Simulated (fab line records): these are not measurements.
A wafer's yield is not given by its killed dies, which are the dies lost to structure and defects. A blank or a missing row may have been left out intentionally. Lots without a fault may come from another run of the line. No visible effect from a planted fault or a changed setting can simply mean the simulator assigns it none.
The tool behind it: which one? / flow sky130 / 13 lots, 39 wafers sampled, at 4 steps of a route of 708

== WHAT THE GAUGES SHOWED, per wafer ==
SKY_POLY_GATE_THK_MEAS_01. Usual: for POLY_GATE_CVD_00_THK the level is 181.2 nm and the standard deviation is 1.7.
lot=L655; measured=day 15 09:38; on=filmMetro-01; POLY_GATE_CVD_00_THK (nm)=181.1 180.0 179.5; flag=
lot=L656; measured=day 15 09:38; on=filmMetro-04; POLY_GATE_CVD_00_THK (nm)=181.8 181.7 181.2; flag=
lot=L657; measured=day 15 09:41; on=filmMetro-03; POLY_GATE_CVD_00_THK (nm)=180.8 179.1 177.9; flag=
lot=L663; measured=day 16 19:29; on=filmMetro-03; POLY_GATE_CVD_00_THK (nm)=182.5 181.4 182.9; flag=
lot=L668; measured=day 18 10:34; on=filmMetro-01; POLY_GATE_CVD_00_THK (nm)=186.5 183.8 183.2; flag=
lot=L669; measured=day 18 16:31; on=filmMetro-04; POLY_GATE_CVD_00_THK (nm)=181.5 183.8 181.2; flag=
lot=L670; measured=day 19 02:23; on=filmMetro-04; POLY_GATE_CVD_00_THK (nm)=181.4 180.9 178.7; flag=
lot=L672; measured=day 19 23:52; on=filmMetro-01; POLY_GATE_CVD_00_THK (nm)=181.8 181.2 181.6; flag=
lot=L673; measured=day 20 13:55; on=filmMetro-04; POLY_GATE_CVD_00_THK (nm)=182.9 182.4 182.7; flag=
lot=L674; measured=day 20 17:41; on=filmMetro-01; POLY_GATE_CVD_00_THK (nm)=179.3 178.4 178.7; flag=
lot=L676; measured=day 21 12:14; on=filmMetro-04; POLY_GATE_CVD_00_THK (nm)=179.8 181.0 181.6; flag=
lot=L677; measured=day 21 15:20; on=filmMetro-01; POLY_GATE_CVD_00_THK (nm)=180.5 180.7 181.9; flag=
lot=L678; measured=day 22 01:40; on=filmMetro-01; POLY_GATE_CVD_00_THK (nm)=185.0 184.5 183.5; flag=

SKY_LDD_HVP_OVL_MEAS_07. Usual: for LDD_HVP_OVL the level is -0.5 nm and the standard deviation is 1.3.
lot=L655; measured=day 23 00:09; on=overlay-01; LDD_HVP_OVL (nm)=-1.1 0.2 1.5; flag=
lot=L656; measured=day 23 03:30; on=overlay-01; LDD_HVP_OVL (nm)=-0.7 -2.3 -1.8; flag=
lot=L657; measured=day 23 03:48; on=overlay-01; LDD_HVP_OVL (nm)=0.8 -0.6 -0.5; flag=
lot=L663; measured=day 24 15:11; on=overlay-01; LDD_HVP_OVL (nm)=-2.9 -0.7 -2.2; flag=
lot=L668; measured=day 26 03:26; on=overlay-01; LDD_HVP_OVL (nm)=-2.4 -2.6 -1.2; flag=
lot=L669; measured=day 26 10:38; on=overlay-02; LDD_HVP_OVL (nm)=-1.8 -1.4 -0.2; flag=
lot=L670; measured=day 26 19:28; on=overlay-01; LDD_HVP_OVL (nm)=-0.3 -1.3 -2.9; flag=
lot=L672; measured=day 27 16:17; on=overlay-02; LDD_HVP_OVL (nm)=-1.4 -0.4 -0.9; flag=
lot=L673; measured=day 28 07:32; on=overlay-02; LDD_HVP_OVL (nm)=-0.6 -0.7 2.0; flag=
lot=L674; measured=day 28 07:56; on=overlay-02; LDD_HVP_OVL (nm)=0.1 -1.2 -0.8; flag=
lot=L676; measured=day 29 00:45; on=overlay-01; LDD_HVP_OVL (nm)=-2.4 0.5 0.7; flag=
lot=L677; measured=day 29 05:38; on=overlay-01; LDD_HVP_OVL (nm)=-0.5 -1.8 -3.2; flag=
lot=L678; measured=day 29 14:13; on=overlay-02; LDD_HVP_OVL (nm)=-0.4 0.1 -1.0; flag=

== WHAT TOOL EACH LOT RAN ON (gives the tool, then ch and the chambers of the sampled wafers, and finally the start) ==
lot=L655; SKY_POLY_GATE_ETCH_15=rieDiel-03 ch 0,1,2, day 17 20:45; SKY_LDD_HVN_EXPOSE_04=ilineStepper-01 ch 0, day 21 02:46
lot=L656; SKY_POLY_GATE_ETCH_15=rieDiel-03 ch 0,1,3, day 17 21:33; SKY_LDD_HVN_EXPOSE_04=ilineStepper-01 ch 0, day 21 06:04
lot=L657; SKY_POLY_GATE_ETCH_15=rieDiel-04 ch 0,2,3, day 17 22:10; SKY_LDD_HVN_EXPOSE_04=ilineStepper-02 ch 0, day 21 06:47
lot=L663; SKY_POLY_GATE_ETCH_15=rieDiel-01 ch 2,3, day 19 11:28; SKY_LDD_HVN_EXPOSE_04=ilineStepper-01 ch 0, day 22 19:28
lot=L668; SKY_POLY_GATE_ETCH_15=rieDiel-01 ch 0,1,3, day 21 01:25; SKY_LDD_HVN_EXPOSE_04=ilineStepper-02 ch 0, day 24 08:31
lot=L669; SKY_POLY_GATE_ETCH_15=rieDiel-01 ch 1,2,3, day 21 08:21; SKY_LDD_HVN_EXPOSE_04=ilineStepper-02 ch 0, day 24 14:11
lot=L670; SKY_POLY_GATE_ETCH_15=rieDiel-04 ch 0,3, day 21 17:46; SKY_LDD_HVN_EXPOSE_04=ilineStepper-02 ch 0, day 24 23:59
lot=L672; SKY_POLY_GATE_ETCH_15=rieDiel-04 ch 0,1, day 22 14:46; SKY_LDD_HVN_EXPOSE_04=ilineStepper-02 ch 0, day 25 20:23
lot=L673; SKY_POLY_GATE_ETCH_15=rieDiel-01 ch 0,3, day 23 05:28; SKY_LDD_HVN_EXPOSE_04=ilineStepper-02 ch 0, day 26 13:05
lot=L674; SKY_POLY_GATE_ETCH_15=rieDiel-03 ch 0,2,3, day 23 08:19; SKY_LDD_HVN_EXPOSE_04=ilineStepper-02 ch 0, day 26 13:46
lot=L676; SKY_POLY_GATE_ETCH_15=rieDiel-03 ch 1,2, day 24 02:27; SKY_LDD_HVN_EXPOSE_04=ilineStepper-02 ch 0, day 27 06:19
lot=L677; SKY_POLY_GATE_ETCH_15=rieDiel-01 ch 1,2, day 24 05:45; SKY_LDD_HVN_EXPOSE_04=ilineStepper-01 ch 0, day 27 10:43
lot=L678; SKY_POLY_GATE_ETCH_15=rieDiel-03 ch 0,2,3, day 24 16:25; SKY_LDD_HVN_EXPOSE_04=ilineStepper-01 ch 0, day 27 20:41
- SKY_POLY_GATE_ETCH_15: etches BARC in N2/H2, stops on SiO2, time 118.5 s, target depth 110 nm.
- SKY_LDD_HVN_EXPOSE_04: exposes mask HVNTM, target cd 700 nm.

== AS READ BY THE TOOLS THEMSELVES (means over the sampled wafers that have a number; for cases with no such wafer, the mark the record gives instead) ==
SKY_POLY_GATE_ETCH_15. Usual: drypumpMotorCurrentA 5.6 A, standard deviation 0.39; h2FlowSccm 199.9 sccm, standard deviation 0.69; oesProductAu 0.715 a.u., standard deviation 0.0047; throttleValvePct 13.213 %, standard deviation 0.0099.
lot=L655; tool=rieDiel-03; drypumpMotorCurrentA (A)=5.5; h2FlowSccm (sccm)=199.5; oesProductAu (a.u.)=0.714; throttleValvePct (%)=13.215; flag=
lot=L656; tool=rieDiel-03; drypumpMotorCurrentA (A)=5.2; h2FlowSccm (sccm)=200.0; oesProductAu (a.u.)=0.717; throttleValvePct (%)=13.216; flag=
lot=L657; tool=rieDiel-04; drypumpMotorCurrentA (A)=6.1; h2FlowSccm (sccm)=199.6; oesProductAu (a.u.)=0.713; throttleValvePct (%)=13.214; flag=
lot=L663; tool=rieDiel-01; drypumpMotorCurrentA (A)=5.7; h2FlowSccm (sccm)=200.2; oesProductAu (a.u.)=0.717; throttleValvePct (%)=13.211; flag=
lot=L668; tool=rieDiel-01; drypumpMotorCurrentA (A)=5.6; h2FlowSccm (sccm)=200.0; oesProductAu (a.u.)=0.717; throttleValvePct (%)=13.206; flag=
lot=L669; tool=rieDiel-01; drypumpMotorCurrentA (A)=5.7; h2FlowSccm (sccm)=200.4; oesProductAu (a.u.)=0.714; throttleValvePct (%)=13.217; flag=
lot=L670; tool=rieDiel-04; drypumpMotorCurrentA (A)=6.0; h2FlowSccm (sccm)=199.6; oesProductAu (a.u.)=0.711; throttleValvePct (%)=13.216; flag=
lot=L672; tool=rieDiel-04; drypumpMotorCurrentA (A)=6.2; h2FlowSccm (sccm)=199.5; oesProductAu (a.u.)=0.715; throttleValvePct (%)=13.215; flag=
lot=L673; tool=rieDiel-01; drypumpMotorCurrentA (A)=5.6; h2FlowSccm (sccm)=200.7; oesProductAu (a.u.)=0.719; throttleValvePct (%)=13.210; flag=
lot=L674; tool=rieDiel-03; drypumpMotorCurrentA (A)=5.3; h2FlowSccm (sccm)=199.3; oesProductAu (a.u.)=0.721; throttleValvePct (%)=13.207; flag=
lot=L676; tool=rieDiel-03; drypumpMotorCurrentA (A)=5.6; h2FlowSccm (sccm)=200.0; oesProductAu (a.u.)=0.719; throttleValvePct (%)=13.214; flag=
lot=L677; tool=rieDiel-01; drypumpMotorCurrentA (A)=5.9; h2FlowSccm (sccm)=200.7; oesProductAu (a.u.)=0.711; throttleValvePct (%)=13.222; flag=
lot=L678; tool=rieDiel-03; drypumpMotorCurrentA (A)=5.2; h2FlowSccm (sccm)=200.1; oesProductAu (a.u.)=0.710; throttleValvePct (%)=13.213; flag=

== THE ANSWER, worked out from the rows above alone ==
Rule: a lot is off if the mean of its wafers that have a number lies more than 3 standard deviations from the usual mean. Also off: a lot with no number at a reading for which 4 or more lots have one. All remaining lots with rows at the step are treated as sound. First the gauges in route order, then the tools' own readings, where a lot's mean is used as printed above. At the first step where some lot is off, the reading lying furthest off is the one used; lots without a number count as furthest.
None of the lots is off at any reading shown; this tells nothing.

== WHAT THE SIMULATOR HAD PUT IN ==
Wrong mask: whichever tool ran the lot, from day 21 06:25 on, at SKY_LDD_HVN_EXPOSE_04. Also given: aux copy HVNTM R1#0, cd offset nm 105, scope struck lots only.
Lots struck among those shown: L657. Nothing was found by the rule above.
